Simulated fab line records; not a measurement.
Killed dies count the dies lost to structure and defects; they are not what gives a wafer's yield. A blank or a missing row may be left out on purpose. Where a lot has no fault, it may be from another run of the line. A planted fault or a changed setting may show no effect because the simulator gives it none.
2 desks looking at one fault + flow sky130 + what lay behind the numbers comes last; until then each desk has only its own

## FROM THE METROLOGY DESK
Means of the sampled wafers that have a number, per lot and without regard to the tool the lot ran on: this is what the gauges read. The brackets show how far a lot's mean lies from the usual mean; more than 4 standard deviations puts the lot out of limits, marked OUT.
Columns: A = VIA3_OVL at SKY_VIA3_OVL_MEAS_13, usual 6 nm; B = PAD_OPEN_BOW at SKY_PAD_OPEN_BOW_MEAS_13, usual 49 um
| lot  | first seen here | A  | B  |
|------|-----------------|----|----|
| L769 | day 39 02:51    | 9  | 49 |
| L770 | day 40 00:56    | 9  | 53 |
| L773 | day 40 20:04    | 5  | 42 |
| L772 | day 41 00:44    | 14 | 54 |
| L775 | day 42 08:44    | 8  | 53 |
| L778 | day 42 14:05    | 10 | 49 |
| L779 | day 42 16:28    | 4  | 50 |
| L781 | day 44 05:18    | -1 | 49 |
| L780 | day 44 08:22    | 4  | 41 |
| L786 | day 44 13:11    | 11 | 57 |
| L788 | day 45 02:26    | 5  | 58 |
| L792 | day 46 04:07    | 5  | 52 |
This desk's verdict: no lot among the 12 shows anything out of limits.

## DESK OF THE TOOL OWNER: rie diel-04
The tool's own readings at SKY_VIA3_ETCH_14 (etches BARC in N2/H2, stops on SiO2, time 45.9 s, target depth 60 nm): means of the sampled wafers that have a number, for each lot that ran on this tool. The brackets show how far a lot's mean lies from the usual mean; more than 4 standard deviations puts the lot out of limits, marked OUT.
Columns: A = bias w at SKY_VIA3_ETCH_14, usual 100.06 W; B = drypump motor current A at SKY_VIA3_ETCH_14, usual 5.7 A; C = n2 flow sccm at SKY_VIA3_ETCH_14, usual 100.0 sccm; D = oes product au at SKY_VIA3_ETCH_14, usual 0.854 a.u.; E = throttle valve pct at SKY_VIA3_ETCH_14, usual 13.017 %
| lot  | first seen here | A      | B   | C     | D     | E      |
|------|-----------------|--------|-----|-------|-------|--------|
| L769 | day 39 02:53    | 100.02 | 5.8 | 99.6  | 0.857 | 13.020 |
| L772 | day 41 00:46    | 100.17 | 5.9 | 100.1 | 0.852 | 13.016 |
| L775 | day 42 08:46    | 100.11 | 5.6 | 99.9  | 0.854 | 13.013 |
| L778 | day 42 14:07    | 99.80  | 5.8 | 99.9  | 0.854 | 13.017 |
| L779 | day 42 16:29    | 100.33 | 5.9 | 99.9  | 0.852 | 13.014 |
| L781 | day 44 05:20    | 100.24 | 5.9 | 100.0 | 0.851 | 13.014 |
This desk's verdict: no lot among the 6 shows anything out of limits.

## ALL TOGETHER
The metrology desk saw nothing out of limits.
Nothing out of limits was seen by the tool owner's desk.

## WHAT THE SIMULATOR PUT IN
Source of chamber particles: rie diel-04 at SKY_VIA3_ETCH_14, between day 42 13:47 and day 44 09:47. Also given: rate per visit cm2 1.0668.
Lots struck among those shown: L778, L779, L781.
